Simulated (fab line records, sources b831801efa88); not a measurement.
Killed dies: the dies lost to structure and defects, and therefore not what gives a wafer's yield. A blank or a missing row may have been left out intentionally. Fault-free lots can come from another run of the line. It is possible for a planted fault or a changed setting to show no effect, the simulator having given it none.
A single fault, viewed from 2 desks	flow gf180mcu	what lay behind the numbers comes last; until then each desk has only its own

== AT THE TOOL OWNER'S DESK: rie_si-02 ==
The tool's own readings at GF_POLY_GATE_ETCH_13 (etches poly-Si in HBr/Cl2, stops on SiO2, target depth 198.5 nm, time 69.6 s): means of the sampled wafers that have a number, for each lot that ran on this tool. If a lot's mean is further than 4 standard deviations from the usual mean, the lot is out of limits and carries the mark OUT (the distance appears in the brackets).
Columns: A = drypump_motor_current_A at GF_POLY_GATE_ETCH_13, usual 5.8 A; B = oes_product_au at GF_POLY_GATE_ETCH_13, usual 0.987 a.u.; C = throttle_valve_pct at GF_POLY_GATE_ETCH_13, usual 33.685 %
lot	first seen here	A	B	C
L528	day 10 01:06	5.8	0.987	33.679
L530	day 10 13:35	5.3	0.982	33.688
L537	day 13 06:29	5.3	0.849 (-24) OUT	33.677
L539	day 13 09:33	6.0	0.706 (-49) OUT	33.684
L540	day 13 14:08	5.3	0.847 (-25) OUT	33.689
This desk's finding: out of limits on L537, L539, L540; first on L537, day 13 06:29 (oes_product_au at GF_POLY_GATE_ETCH_13). Within limits: L528, L530.

== METROLOGY DESK ==
What the gauges read for every lot (on any tool): the sampled wafers with a number, averaged. If a lot's mean is further than 4 standard deviations from the usual mean, the lot is out of limits and carries the mark OUT (the distance appears in the brackets).
Columns: A = VT_IMPLANT_OVL at GF_VT_IMPLANT_OVL_MEAS_07, usual 0.0 nm; B = MVPSD_RS at GF_VT_IMPLANT_RS_MEAS_49, usual 1169 ohm/sq
lot	first seen here	A	B
L525	day 5 15:11	2.7	1173
L526	day 5 18:28	0.2	1167
L527	day 6 01:37	-0.3	1168
L528	day 6 08:38	-1.9	1168
L529	day 6 12:25	-0.7	1169
L530	day 6 21:32	0.7	1170
L537	day 9 03:54	1.4	1168
L539	day 9 06:35	-0.9	1163
L540	day 9 11:04	-1.4	1168
L542	day 9 22:46	0.6	1164
L546	day 10 22:25	0.7	1166
L547	day 11 05:59	-1.5	1168
L548	day 11 10:02	-1.3	1167
Finding of this desk: none of the 13 lots has anything out of limits.

== TAKEN TOGETHER ==
An alarm could have come from the tool owner's desk at day 13 06:29, on L537, L539, L540.
From the metrology desk's view, nothing was out of limits.
The metrology desk holds a record of L537, L539, L540, inside its limits.
On rie_si-02, each named lot ran GF_POLY_GATE_ETCH_13.

== WHAT THE SIMULATOR PUT IN ==
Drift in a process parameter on rie_si-02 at GF_POLY_GATE_ETCH_13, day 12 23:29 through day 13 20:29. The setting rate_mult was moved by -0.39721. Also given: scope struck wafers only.
Shown lots that were struck: L537, L539, L540.
Time in hours from fault onset to the first out-of-limits reading at each desk: the tool owner's desk, 7.
